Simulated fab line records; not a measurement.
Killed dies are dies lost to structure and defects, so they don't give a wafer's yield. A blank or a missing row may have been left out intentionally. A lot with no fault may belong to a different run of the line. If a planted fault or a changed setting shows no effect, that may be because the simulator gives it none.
Which tool was responsible? + flow sky130 + 37 wafers from 13 lots sampled at 4 of the route's 708 steps

== WHAT THE GAUGES SHOWED, per wafer ==
SKY_VIA3_OVL_MEAS_13. Usual: for VIA3_OVL the level is 2 nm and the standard deviation is 6.
| lot  | measured     | on         | VIA3_OVL (nm) | flag |
|------|--------------|------------|---------------|------|
| L385 | day 39 11:55 | overlay-01 | 4 4 6         |      |
| L388 | day 40 17:31 | overlay-01 | 13 11 14      |      |
| L390 | day 40 22:26 | overlay-01 | 0 -1 -5       |      |
| L391 | day 41 08:40 | overlay-02 | 6 0 -1        |      |
| L392 | day 41 15:36 | overlay-01 | 8 2 11        |      |
| L393 | day 42 02:08 | overlay-02 | 12 4 10       |      |
| L395 | day 42 22:16 | overlay-01 | 7 3 6         |      |
| L396 | day 43 05:17 | overlay-02 | 6 -1 0        |      |
| L399 | day 43 13:46 | overlay-02 | 1 -5          |      |
| L400 | day 43 22:05 | overlay-02 | 9 11 8        |      |
| L401 | day 44 05:36 | overlay-01 | 0 -3 -9       |      |
| L402 | day 44 10:07 | overlay-01 | -1 7          |      |
| L407 | day 45 08:03 | overlay-02 | 7 5 0         |      |

SKY_CAP2M_THK_MEAS_01. Usual: for CAP2M_CVD_00_THK the level is 15.53 nm and the standard deviation is 0.21.
| lot  | measured     | on            | CAP2M_CVD_00_THK (nm) | flag |
|------|--------------|---------------|-----------------------|------|
| L385 | day 39 13:29 | film metro-03 | 15.27 15.53 15.54     |      |
| L388 | day 40 19:07 | film metro-03 | 15.33 15.53 15.83     |      |
| L390 | day 41 00:01 | film metro-04 | 15.61 15.54 15.72     |      |
| L391 | day 41 10:40 | film metro-04 | 15.66 15.50 15.24     |      |
| L392 | day 41 17:17 | film metro-03 | 15.41 15.66 15.38     |      |
| L393 | day 42 03:49 | film metro-01 | 15.47 15.49 15.55     |      |
| L395 | day 42 23:59 | film metro-04 | 15.50 15.72 15.87     |      |
| L396 | day 43 06:52 | film metro-04 | 15.15 15.70 15.36     |      |
| L399 | day 43 15:22 | film metro-01 | 15.64                 |      |
| L400 | day 43 23:40 | film metro-03 | 15.58 15.74           |      |
| L401 | day 44 07:13 | film metro-03 | 15.75 15.49 15.60     |      |
| L402 | day 44 11:43 | film metro-03 | 15.65                 |      |
| L407 | day 45 09:38 | film metro-03 | 15.11 15.41 15.40     |      |

== WHICH TOOL RAN EACH LOT (tool, then ch and the chambers of the sampled wafers, then the start) ==
| lot  | SKY_VIA3_CMP_24               | SKY_METAL4_SPUTTER_03        |
|------|-------------------------------|------------------------------|
| L385 | cmp-01 ch 0,2,3, day 39 13:03 | pvd sputter-03, day 39 13:23 |
| L388 | cmp-01 ch 0,1,2, day 40 18:39 | pvd sputter-03, day 40 19:02 |
| L390 | cmp-02 ch 0,3, day 40 23:33   | pvd sputter-03, day 40 23:53 |
| L391 | cmp-02 ch 0,2,3, day 41 10:11 | pvd sputter-02, day 41 10:35 |
| L392 | cmp-02 ch 1,2,3, day 41 16:49 | pvd sputter-03, day 41 17:11 |
| L393 | cmp-01 ch 0,2,3, day 42 03:20 | pvd sputter-03, day 42 03:43 |
| L395 | cmp-02 ch 1,3, day 42 23:32   | pvd sputter-01, day 42 23:52 |
| L396 | cmp-01 ch 1,3, day 43 06:23   | pvd sputter-02, day 43 06:46 |
| L399 | cmp-01 ch 0,1, day 43 14:51   | pvd sputter-01, day 43 15:15 |
| L400 | cmp-01 ch 0,3, day 43 23:11   | pvd sputter-01, day 43 23:34 |
| L401 | cmp-02 ch 1,2,3, day 44 06:44 | pvd sputter-03, day 44 07:07 |
| L402 | cmp-01 ch 1,3, day 44 11:16   | pvd sputter-01, day 44 11:36 |
| L407 | cmp-02 ch 0,1,2, day 45 09:11 | pvd sputter-03, day 45 09:32 |
- SKY_VIA3_CMP_24: polishes, stops on SiO2, t overpolish 20 s, target thk 0 nm.
- SKY_METAL4_SPUTTER_03: material Ti, target thk 5 nm, time 3.3 s.

== WHAT THE TOOLS THEMSELVES READ (means of the sampled wafers that have a number; where no wafer has one, the mark that the record gives instead) ==
SKY_VIA3_CMP_24. Usual: motor current A 11.1 A, standard deviation 1.6; overpolish run s 20.000 s, standard deviation 0.0088; time to endpoint s 94 s, standard deviation 3.4.
| lot  | tool   | motor current A (A) | overpolish run s (s) | time to endpoint s (s) | flag |
|------|--------|---------------------|----------------------|------------------------|------|
| L385 | cmp-01 | 11.6                | 20.002               | 96                     |      |
| L388 | cmp-01 | 10.4                | 20.010               | 98                     |      |
| L390 | cmp-02 | 10.0                | 19.996               | 91                     |      |
| L391 | cmp-02 | 10.9                | 19.990               | 90                     |      |
| L392 | cmp-02 | 11.6                | 19.994               | 91                     |      |
| L393 | cmp-01 | 11.1                | 19.990               | 95                     |      |
| L395 | cmp-02 | 11.0                | 19.995               | 90                     |      |
| L396 | cmp-01 | 12.1                | 20.001               | 98                     |      |
| L399 | cmp-01 | 10.4                | 10.017               | 123                    | OFF  |
| L400 | cmp-01 | 12.5                | 13.349               | 115                    | OFF  |
| L401 | cmp-02 | 11.6                | 19.993               | 94                     |      |
| L402 | cmp-01 | 12.8                | 10.025               | 121                    | OFF  |
| L407 | cmp-02 | 11.5                | 19.993               | 97                     |      |

SKY_METAL4_SPUTTER_03. Usual: throttle valve pct reads 30.2 % (standard deviation 0.95).
| lot  | tool           | throttle valve pct (%) | flag |
|------|----------------|------------------------|------|
| L385 | pvd sputter-03 | 31.1                   |      |
| L388 | pvd sputter-03 | 30.7                   |      |
| L390 | pvd sputter-03 | 30.4                   |      |
| L391 | pvd sputter-02 | 29.3                   |      |
| L392 | pvd sputter-03 | 30.3                   |      |
| L393 | pvd sputter-03 | 30.9                   |      |
| L395 | pvd sputter-01 | 29.4                   |      |
| L396 | pvd sputter-02 | 29.6                   |      |
| L399 | pvd sputter-01 | 30.8                   |      |
| L400 | pvd sputter-01 | 29.0                   |      |
| L401 | pvd sputter-03 | 30.9                   |      |
| L402 | pvd sputter-01 | 30.2                   |      |
| L407 | pvd sputter-03 | 30.9                   |      |

== THE ANSWER, worked out from the rows above alone ==
Rule: a lot is off if the mean of its wafers that have a number lies more than 3 standard deviations from the usual mean. Also off: a lot with no number at a reading for which 4 or more lots have one. All remaining lots with rows at the step are treated as sound. First the gauges in route order, then the tools' own readings, where a lot's mean is used as printed above. The first step at which some lot is off is used, and at that step the reading that is off furthest; a lot without a number counts as furthest.
Off: L399, L400, L402 (SKY_VIA3_CMP_24, overpolish run s).
A tool fits if, at that step or a process step before it, it ran every lot that is off, and no sound lot after the first of them. One candidate fits, namely cmp-01 at SKY_VIA3_CMP_24. Its last sound lot is L396 (day 43 06:23), its first lot that is off L399 (day 43 14:51): a fault that began between those two fits.
The tool's own readings at SKY_VIA3_CMP_24 bear it out: on the lots that are off they differ by more than 5 times the standard deviation of the sound lots' means. overpolish run s reads 11.130 s there against 19.996 s on the sound lots; time to endpoint s reads 120 s there against 94 s on the sound lots.

== WHAT WAS PUT IN BY THE SIMULATOR ==
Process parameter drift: cmp-01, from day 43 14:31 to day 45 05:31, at SKY_VIA3_CMP_24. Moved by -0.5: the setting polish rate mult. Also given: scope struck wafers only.
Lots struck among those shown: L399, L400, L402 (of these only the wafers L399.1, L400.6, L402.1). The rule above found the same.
